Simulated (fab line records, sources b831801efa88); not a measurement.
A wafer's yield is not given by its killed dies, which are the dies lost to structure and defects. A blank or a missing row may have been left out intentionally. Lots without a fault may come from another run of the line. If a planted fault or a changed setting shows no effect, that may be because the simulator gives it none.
fab line records	flow gf180mcu
[record] lots = 13	wafers = 37	last-day = 34
route steps=602 shown DUAL_GATE@152 HV_LDD@198 PSD@261 SAB@264
lots that met no fault: from a run of the same line without faults
start-h: the number of hours between the record's first day and the start of the first shown wafer of the lot	wait-h: hours elapsed since this lot's preceding step	" repeats the value in the row above	L1.1+2: several wafers, shown together as one row	- either no value or no given start	* or withheld: withheld	< > ~ a bound
route shown NAME@n: a module of which the file shows steps, and the number in the route of the first	usual: the fault-free wafers' mean and standard deviation	same: alike in all rows	chamber/n: place in a boat	sites: per-site readings	_std_site: the standard deviation of these	_edge_site: outer sites' mean less inner sites'	radius-mm: how far each site lies from the wafer's centre	mask NAME#n: copy n	behind: the tool/chamber that last shaped the wafer	hold: why the lot was held/for how many hours/how that ended	device: transistor that didn't switch, given as n, p or np	end of line: the tests these same wafers got at the end of their route	step lacking rows: just its recipe	killed: at the first sort, the dies lost to defects and structure; wafer yield is something else	map: per-die view of a wafer (x killed, . not killed, _ where there is no die)
set.NAME: setting as actually run; set.NAME@STEP: the setting as run at that earlier step	model.NAME: the simulator's own value behind a step, which no gauge read
route steps across a sampled set of lots; one table per step, one row per wafer
services: a tool's chamber out of use, with start hour (start-h, from the record's first day; less than 0 if before it), hours out, and reason
[[steps]]
[step GF_DUAL_GATE_OVL_MEAS_11]
[usual] DUAL_GATE_OVL = -0.5/1.5
lot.wafer	tool	chamber	start-h	wait-h	DUAL_GATE_OVL[nm]
L114.1	overlay-02	-	174.92	0.1	0.1
L114.5	"	-	"	"	-2.1
L114.6	"	-	"	"	0.2
L116.1	overlay-02	-	189.76	0.1	-2.0
L116.3	"	-	"	"	-2.9
L116.5	"	-	"	"	-2.8
L117.2	overlay-01	-	197.42	0.1	-1.5
L117.3	"	-	"	"	-0.3
L117.6	"	-	"	"	-1.1
L119.1	overlay-02	-	210.68	0.1	-0.8
L119.3	"	-	"	"	-0.7
L122.1	overlay-02	-	236.03	0.1	-1.7
L122.4	"	-	"	"	-0.1
L129.1	overlay-01	-	282.21	0.1	-1.5
L129.4	"	-	"	"	-1.6
L129.5	"	-	"	"	0.7
L130.1	overlay-01	-	286.26	0.1	-2.0
L130.2	"	-	"	"	-0.3
L130.6	"	-	"	"	-0.2
L131.3	overlay-01	-	295.93	0.1	-0.6
L131.5	"	-	"	"	0.7
L131.6	"	-	"	"	0.1
L132.1	overlay-01	-	309.31	0.1	-2.1
L132.2	"	-	"	"	-3.6
L132.6	"	-	"	"	-2.3
L134.3	overlay-02	-	318.72	0.1	1.2
L134.4	"	-	"	"	1.8
L134.6	"	-	"	"	1.0
L136.1	overlay-01	-	330.33	0.1	-0.5
L136.4	"	-	"	"	-2.2
L136.5	"	-	"	"	-2.2
L135.2	overlay-02	-	332.32	0.1	0.5
L135.3	"	-	"	"	0.5
L135.6	"	-	"	"	1.4
L137.1	overlay-02	-	340.21	0.1	-1.6
L137.4	"	-	"	"	-2.6
L137.6	"	-	"	"	-0.7
[step GF_HV_LDD_STRIP_22]
[recipe] chemistry = O2/N2	power-w = 1400	pressure-mtorr = 1500	platen-temp-c = 250	o2-flow-sccm = 3000	n2-flow-sccm = 300	overash-fraction = 0.5
[usual] chamber-pressure-mTorr = 1500.0/1.4	drypump-motor-current-A = 5.75/0.18	heater-power-w = 344/17	oes-product-au = 0.716/0.0046	strip-time-to-endpoint-s = 12.64/0.038
lot.wafer	tool	chamber	start-h	wait-h	chamber-pressure-mTorr	drypump-motor-current-A	heater-power-w	oes-product-au	rf-hours-counter-h	strip-time-to-endpoint-s
L114.1	plasma-asher-04	0	235.95	0.1	1499.2	5.96	364	0.714	45	12.64
L114.5	"	0	"	"	1497.8	5.95	365	0.721	-	12.68
L114.6	"	1	"	"	1499.6	5.48	362	0.717	-	12.68
L116.1	plasma-asher-03	0	251.59	0.1	1500.9	5.81	352	0.716	62	12.56
L116.3	"	0	"	"	1498.5	5.85	339	0.723	-	12.63
L116.5	"	0	"	"	1498.3	5.87	346	0.711	-	12.62
L117.2	plasma-asher-04	1	261.14	0.1	1500.7	5.49	366	0.713	49	12.67
L117.3	"	0	"	"	1500.0	5.96	364	0.710	-	12.60
L117.6	"	1	"	"	1498.3	5.51	358	0.708	-	12.68
L119.1	plasma-asher-02	0	272.14	0.1	1497.6	5.81	323	0.713	13	12.63
L119.3	"	0	"	"	1501.8	5.79	319	0.714	-	12.61
L122.1	plasma-asher-03	0	299.54	0.1	1500.1	5.82	348	0.717	67	12.66
L122.4	"	1	"	"	1498.9	5.60	323	0.711	-	12.61
L129.1	plasma-asher-02	0	351.09	0.1	1499.3	5.79	328	0.725	20	12.67
L129.4	"	0	"	"	1499.1	5.79	334	0.714	-	12.64
L129.5	"	0	"	"	1500.3	5.79	326	0.717	-	12.60
L130.1	plasma-asher-03	1	358.96	0.1	1501.8	5.63	314	0.716	74	12.61
L130.2	"	0	"	"	1503.8	5.83	349	0.713	74	12.67
L130.6	"	0	"	"	1500.6	5.86	343	0.721	-	12.69
L131.3	plasma-asher-04	1	365.02	0.1	1501.4	5.48	364	0.719	-	12.61
L131.5	"	0	"	"	1499.5	5.95	359	0.717	-	12.62
L131.6	"	1	"	"	1500.6	5.52	359	0.717	-	12.62
L132.1	plasma-asher-04	0	382.39	0.1	1499.3	5.94	358	0.711	63	12.63
L132.2	"	1	"	"	1501.9	5.46	378	0.716	63	12.62
L132.6	"	1	"	"	1500.5	5.51	365	0.712	-	12.62
L134.3	plasma-asher-03	0	390.43	0.1	1500.5	5.80	348	0.714	-	12.65
L134.4	"	1	"	"	1500.6	5.63	320	0.720	-	12.63
L134.6	"	1	"	"	1501.6	5.65	318	0.720	-	12.60
L136.1	plasma-asher-03	1	405.19	0.1	1500.9	5.62	329	0.723	79	12.59
L136.4	"	0	"	"	1497.5	5.81	348	0.720	-	12.60
L136.5	"	0	"	"	1501.8	5.85	340	0.719	-	12.58
L135.2	plasma-asher-03	0	407.59	0.1	1498.8	5.82	350	0.720	79	12.60
L135.3	"	0	"	"	1499.0	5.80	347	0.718	-	12.61
L135.6	"	0	"	"	1497.9	5.81	348	0.716	-	12.61
L137.1	plasma-asher-03	1	414.37	0.1	1497.7	5.57	327	0.718	80	12.58
L137.4	"	0	"	"	1499.1	5.85	350	0.710	-	12.58
L137.6	"	0	"	"	1500.3	5.85	355	0.711	-	12.60
[step GF_PSD_RTA_13]
[recipe] temp-c = 1025	time-s = 20	ambient = N2
[usual] lamp-power-pct = 39.0/0.94	wafer_temp_C_max = 1030.1/1.1
lot.wafer	tool	chamber	start-h	wait-h	lamp-power-pct	wafer_temp_C_max
L114.1	rtp-anneal-01	0	317.97	0.0	40.0	1028.4
L114.5	"	0	"	"	40.0	1030.6
L114.6	"	0	"	"	40.0	1030.1
L116.1	rtp-anneal-02	0	336.20	0.0	38.1	1030.7
L116.3	"	0	"	"	38.2	1032.0
L116.5	"	0	"	"	38.1	1028.3
L117.2	rtp-anneal-01	0	347.61	0.0	40.0	1029.4
L117.3	"	0	"	"	40.0	1030.2
L117.6	"	0	"	"	39.9	1029.9
L119.1	rtp-anneal-01	0	360.23	0.0	40.0	1030.6
L119.3	"	0	"	"	39.9	1031.2
L122.1	rtp-anneal-01	0	392.73	0.0	40.0	1029.3
L122.4	"	0	"	"	40.0	1031.3
L129.1	rtp-anneal-01	0	449.20	0.0	40.0	1030.8
L129.4	"	0	"	"	40.0	1031.9
L129.5	"	0	"	"	40.0	1030.5
L130.1	rtp-anneal-02	0	454.98	0.0	38.0	1029.8
L130.2	"	0	"	"	38.1	1030.3
L130.6	"	0	"	"	38.0	1030.2
L131.3	rtp-anneal-02	0	463.50	0.0	38.1	1030.3
L131.5	"	0	"	"	38.1	1030.5
L131.6	"	0	"	"	38.1	1031.0
L132.1	rtp-anneal-01	0	482.70	0.0	40.0	1029.0
L132.2	"	0	"	"	40.0	1030.1
L132.6	"	0	"	"	40.0	1029.2
L134.3	rtp-anneal-01	0	490.82	0.0	39.9	1030.6
L134.4	"	0	"	"	39.9	1029.0
L134.6	"	0	"	"	39.9	1029.2
L136.1	rtp-anneal-02	0	505.62	0.0	38.1	1029.9
L136.4	"	0	"	"	38.2	1029.9
L136.5	"	0	"	"	38.1	1029.5
L135.2	rtp-anneal-01	0	507.09	0.0	40.0	1029.5
L135.3	"	0	"	"	39.9	1030.1
L135.6	"	0	"	"	40.0	1030.9
L137.1	rtp-anneal-02	0	515.05	0.0	38.1	1030.0
L137.4	"	0	"	"	38.1	1031.1
L137.6	"	0	"	"	38.1	1029.5
[step GF_SAB_CVD_00]
[recipe] material = SiO2	target-thk-nm = 50	precursor = TEOS	temp-c = 400	time-s = 4.9302	rf-w = 600
[usual] heater-power-w = 685/79
lot.wafer	tool	chamber	start-h	wait-h	heater-power-w
L114.1	pecvd-02	0	318.30	0.1	747
L114.5	"	0	"	"	729
L114.6	"	1	"	"	773
L116.1	pecvd-01	2	336.52	0.1	773
L116.3	"	1	"	"	676
L116.5	"	1	"	"	683
L117.2	pecvd-01	0	347.92	0.1	739
L117.3	"	1	"	"	631
L117.6	"	1	"	"	654
L119.1	pecvd-02	2	360.55	0.1	621
L119.3	"	0	"	"	626
L122.1	pecvd-02	2	393.05	0.1	609
L122.4	"	1	"	"	756
L129.1	pecvd-03	2	449.52	0.1	767
L129.4	"	2	"	"	778
L129.5	"	0	"	"	693
L130.1	pecvd-03	2	455.30	0.1	811
L130.2	"	1	"	"	540
L130.6	"	0	"	"	641
L131.3	pecvd-02	2	463.80	0.1	604
L131.5	"	1	"	"	683
L131.6	"	2	"	"	605
L132.1	pecvd-03	1	483.02	0.1	617
L132.2	"	2	"	"	723
L132.6	"	0	"	"	683
L134.3	pecvd-02	0	491.12	0.1	701
L134.4	"	0	"	"	699
L134.6	"	1	"	"	661
L136.1	pecvd-02	0	505.95	0.1	683
L136.4	"	2	"	"	500
L136.5	"	1	"	"	796
L135.2	pecvd-03	2	507.40	0.1	785
L135.3	"	1	"	"	630
L135.6	"	0	"	"	721
L137.1	pecvd-03	1	515.37	0.1	574
L137.4	"	1	"	"	579
L137.6	"	2	"	"	789
[step GF_SAB_THK_MEAS_01]
[recipe] reads = SiO2_of_SAB_CVD_00
[usual] SAB_CVD_00_THK = 49.8/0.62
lot.wafer	tool	chamber	start-h	wait-h	hold	SAB_CVD_00_THK[nm]
L114.1	film-metro-04	-	318.32	0.0	-	48.6
L114.5	"	-	"	"	-	49.4
L114.6	"	-	"	"	-	50.6
L116.1	film-metro-01	-	336.54	0.0	-	49.0
L116.3	"	-	"	"	-	49.4
L116.5	"	-	"	"	-	50.4
L117.2	film-metro-04	-	347.95	0.0	-	48.6
L117.3	"	-	"	"	-	49.6
L117.6	"	-	"	"	-	49.6
L119.1	film-metro-01	-	360.57	0.0	await-dispo/0.2h/release	50.3
L119.3	"	-	"	"	await-dispo/0.2h/release	74.2
L119.1	film-metro-01	-	360.80	0.2	-	50.3
L119.3	"	-	"	"	-	74.2
L122.1	film-metro-01	-	393.07	0.0	await-dispo/0.2h/release	49.9
L122.4	"	-	"	"	await-dispo/0.2h/release	75.9
L122.1	film-metro-01	-	393.30	0.2	-	49.9
L122.4	"	-	"	"	-	76.0
L129.1	film-metro-01	-	449.58	0.0	-	49.5
L129.4	"	-	"	"	-	50.5
L129.5	"	-	"	"	-	49.9
L130.1	film-metro-04	-	455.32	0.0	-	49.6
L130.2	"	-	"	"	-	48.7
L130.6	"	-	"	"	-	49.3
L131.3	film-metro-01	-	463.84	0.0	-	49.8
L131.5	"	-	"	"	-	50.9
L131.6	"	-	"	"	-	50.6
L132.1	film-metro-01	-	483.04	0.0	-	48.8
L132.2	"	-	"	"	-	49.6
L132.6	"	-	"	"	-	49.9
L134.3	film-metro-01	-	491.16	0.0	-	49.8
L134.4	"	-	"	"	-	50.7
L134.6	"	-	"	"	-	51.0
L136.1	film-metro-01	-	505.96	0.0	-	49.1
L136.4	"	-	"	"	-	50.4
L136.5	"	-	"	"	-	50.9
L135.2	film-metro-02	-	507.43	0.0	-	48.9
L135.3	"	-	"	"	-	48.9
L135.6	"	-	"	"	-	49.7
L137.1	film-metro-04	-	515.39	0.0	-	49.5
L137.4	"	-	"	"	-	50.3
L137.6	"	-	"	"	-	49.7
[[services]]
tool	chamber	start-h	hours	kind
plasma-asher-02	-	229.98	28.1	pm
plasma-asher-03	-	234.39	14.6	pm
rtp-anneal-01	-	252.18	3.5	pm
pecvd-03	2	320.11	10.7	repair
pecvd-01	-	338.30	0.3	repair
pecvd-01	-	359.38	4.3	pm
pecvd-01	-	366.86	1.0	repair
pecvd-02	-	367.63	1.7	repair
pecvd-03	-	368.88	14.0	pm
plasma-asher-02	-	382.33	7.3	repair
pecvd-01	2	383.52	5.1	repair
pecvd-02	-	409.61	2.8	pm
pecvd-01	-	411.40	0.8	pm
plasma-asher-03	-	421.25	9.0	pm
plasma-asher-03	0	421.25	9.0	vent-cycle
plasma-asher-03	1	421.25	9.0	vent-cycle
plasma-asher-03	0	430.25	-	clean
plasma-asher-03	1	430.25	-	clean
rtp-anneal-02	-	438.49	3.6	pm
pecvd-02	0	475.77	10.0	repair
plasma-asher-02	-	490.31	14.5	pm
pecvd-01	2	493.08	24.6	repair
plasma-asher-02	-	507.46	2.6	repair
pecvd-03	-	507.72	3.1	repair
[[key]]
[first-sign] step = GF_SAB_THK_MEAS_01	reading = visit	direction = added
[effect] step = GF_SAB_THK_MEAS_01	reading = SAB_CVD_00_THK	direction = up	sigmas = 41	usual = 49.8	struck = 75.1
met-at GF_SAB_CVD_00
struck-lots L119,L122
struck-wafers L119.3,L122.4
tester-left-out L119,L122
not-acting-at GF_DUAL_GATE_OVL_MEAS_11,GF_HV_LDD_STRIP_22,GF_PSD_RTA_13
onset-between 318.30 360.55
[fault] kind = process-parameter-drift	tool = pecvd-02	chamber = -	onset-h = 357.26	steps = GF_SAB_CVD_00	channel = target-thk-nm	offset = 24.764	shape = step	end-h = 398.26	scope = struck-wafers-only	acts-in = these-recipes-only	stated = 50
// tester-left-out: of these lots the tester's yield and bins aren't shown, on N5 and GAA mostly nor the transistor test; their killed dies are dies lost to structure and defects alone, not to doping, threshold or leakage, so they don't give the yield
